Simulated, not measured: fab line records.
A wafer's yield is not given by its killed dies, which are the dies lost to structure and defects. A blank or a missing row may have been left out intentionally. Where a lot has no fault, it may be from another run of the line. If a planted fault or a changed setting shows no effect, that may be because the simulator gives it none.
Check of tool commonality | flow gf180mcu | Sampled: 13 lots, 39 wafers

## THE REASON FOR OPENING IT
At GF_HV_LDD_CD_MEAS_19 the reading cd_nm is flagged on 2 of 13 lots. Fault-free wafers read 399.3 nm, with a standard deviation of 2.1.
Rule: a lot is flagged when every wafer of it that has a number lies more than 4 standard deviations from that mean, or none has a number. The other lots count as sound.

lot  | measured     | on        | cd_nm (nm), wafer by wafer | flag
L845 | day 11 07:59 | cd_sem-01 | 399.1 397.3 397.4          |
L847 | day 11 21:38 | cd_sem-02 | 399.7 401.7 401.9          |
L850 | day 13 00:55 | cd_sem-02 | 400.2 401.8 400.6          |
L851 | day 13 08:30 | cd_sem-02 | 400.7 399.5 398.4          |
L854 | day 14 08:10 | cd_sem-01 | 394.6 393.3 396.7          |
L855 | day 14 11:46 | cd_sem-01 | 397.5 397.6 398.7          |
L859 | day 15 17:35 | cd_sem-01 | 294.2 290.1 291.7          | FLAGGED
L860 | day 15 22:44 | cd_sem-02 | 290.1 290.4 289.6          | FLAGGED
L861 | day 16 08:22 | cd_sem-02 | 400.0 400.0 398.3          |
L863 | day 17 05:22 | cd_sem-02 | 397.2 394.9 395.9          |
L864 | day 17 10:28 | cd_sem-02 | 396.8 397.7 396.5          |
L865 | day 17 20:54 | cd_sem-01 | 403.0 402.7 402.6          |
L866 | day 18 00:21 | cd_sem-01 | 401.0 398.7 397.3          |
The mean of the flagged lots' numbers is 291.0 nm, -108.3 nm from the usual (-52 standard deviations).

## WHICH TOOL EACH LOT WENT THROUGH
The record keeps 1 process step preceding the reading, out of 602 steps on the route. In each cell: the tool, then ch and the chambers that the sampled wafers went through, then the start.
lot  | flag    | GF_HV_LDD_DEVELOP_18
L845 |         | litho_track-04 ch 0, day 11 07:50
L847 |         | litho_track-02 ch 0, day 11 21:29
L850 |         | litho_track-02 ch 0, day 13 00:46
L851 |         | litho_track-03 ch 0, day 13 08:21
L854 |         | litho_track-02 ch 0, day 14 08:01
L855 |         | litho_track-03 ch 0, day 14 11:38
L859 | FLAGGED | litho_track-02 ch 0, day 15 17:26
L860 | FLAGGED | litho_track-02 ch 0, day 15 22:35
L861 |         | litho_track-03 ch 0, day 16 08:14
L863 |         | litho_track-04 ch 0, day 17 05:13
L864 |         | litho_track-03 ch 0, day 17 10:20
L865 |         | litho_track-03 ch 0, day 17 20:45
L866 |         | litho_track-03 ch 0, day 18 00:12
What the steps here do:
- GF_HV_LDD_DEVELOP_18: develop time 60 s.
- GF_HV_LDD_CD_MEAS_19: target cd 400 nm.

## FLAGGED OVER TOTAL, TOOL BY TOOL (the gauges that took the reading come last)
step                 | tool           | lots run | flagged | share of the flagged lots | sound lots run after its first flagged lot
GF_HV_LDD_DEVELOP_18 | litho_track-02 | 5        | 2       | all                       | 0
GF_HV_LDD_DEVELOP_18 | litho_track-03 | 6        | 0       | none                      | -
GF_HV_LDD_DEVELOP_18 | litho_track-04 | 2        | 0       | none                      | -
GF_HV_LDD_CD_MEAS_19 | cd_sem-01      | 6        | 1       | some                      | 2 (L865,L866)
GF_HV_LDD_CD_MEAS_19 | cd_sem-02      | 7        | 1       | some                      | 3 (L861,L863,L864)

## WHAT THE TABLE PERMITS
All flagged lots share 1 row of the table, namely litho_track-02 at GF_HV_LDD_DEVELOP_18.
- litho_track-02 at GF_HV_LDD_DEVELOP_18 ran 5 lots, 2 of them flagged. Its last sound lot is L854 (day 14 08:01), its first flagged lot L859 (day 15 17:26): a fault that began between those two fits.
Just one tool remains: litho_track-02 at GF_HV_LDD_DEVELOP_18.

## WHAT THE SIMULATOR HAD PUT IN
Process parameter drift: litho_track-02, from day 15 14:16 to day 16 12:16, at GF_HV_LDD_DEVELOP_18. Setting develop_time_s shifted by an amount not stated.
Struck lots among those shown: L859, L860. This agrees with what the rule above found.
